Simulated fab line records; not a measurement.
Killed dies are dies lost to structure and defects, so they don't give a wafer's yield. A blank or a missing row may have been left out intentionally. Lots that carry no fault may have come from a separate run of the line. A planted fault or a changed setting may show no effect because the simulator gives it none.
Struck lot and sound lot, side by side ; flow gf180mcu ; 14 steps out of a route of 602
Sound: these wafers, L168.1, L168.5, L168.6. The struck wafers were L165.1, L165.2, L165.5. At the end, the cause is stated.
Order at every step that has rows: each side's tool, ch and its chambers, its first start. Under that, the readings that differ: sound wafers ; struck wafers ; difference of the means ; sigmas: that difference in standard deviations of wafers without a fault.
alike: readings with means less than 2 such deviations apart, plus words and numbers identical on both sides. not compared: withheld readings, readings lacking a value on some wafer, bounds such as >300 that could conceal the same value, and numbers that have no deviation in the record and whose values overlap.
Wherever a step has rows on one side only, a row that says differs or no value, or a row with sigmas, the two part there. Non-overlapping numbers with no deviation appear without sigmas and do not part them. A reading missing from all wafers of one side parts the sides only when that side holds two or more wafers.

first, 6 steps without rows for these wafers: GF_DNWELL_COAT_02 (resist thk 3000 nm); GF_DNWELL_SOFTBAKE_03; GF_DNWELL_EXPOSE_04 (exposes mask DNWELL, target cd 1700 nm); GF_DNWELL_PEB_05; GF_DNWELL_DEVELOP_06 (develop time 60 s); GF_DNWELL_IMPLANT_07.
GF_DNWELL_STRIP_08: strips in O2/N2.
  sound on plasmaAsher-02 ch 0,1, day 5 14:09; struck on plasmaAsher-02 ch 0,1, day 4 23:58
  alike: drypumpMotorCurrentA, heaterPowerW, oesProductAu, stripTimeToEndpointS
  not compared: rfHoursCounterH
GF_DNWELL_TW_MEAS_09:
  struck on filmMetro-03, day 5 00:04; sound on filmMetro-03, day 5 14:15
  alike: DNWELL_TW
then, 4 steps without rows for these wafers: GF_NWELL_DEHYDRATE_00 (time 60 s); GF_NWELL_HMDS_01 (prime time 60 s); GF_NWELL_COAT_02 (resist thk 3000 nm); GF_NWELL_SOFTBAKE_03.
GF_NWELL_EXPOSE_04: exposes mask Nwell, target cd 860 nm.
  sound on ilineStepper-01 ch 0, day 5 21:45; struck on ilineStepper-02, day 5 08:02
  no value came back on the struck wafers for exposureDoseMJCm2, focusOffsetNm (nm); on the sound wafers exposureDoseMJCm2 reads 259.79 260.15 259.80
  alike: mask
after that, 1 step had no rows for these wafers: GF_NWELL_PEB_05.

== WHERE THEY PART ==
Within this record, at GF_NWELL_EXPOSE_04 only.

WHY: whatever the simulator had introduced
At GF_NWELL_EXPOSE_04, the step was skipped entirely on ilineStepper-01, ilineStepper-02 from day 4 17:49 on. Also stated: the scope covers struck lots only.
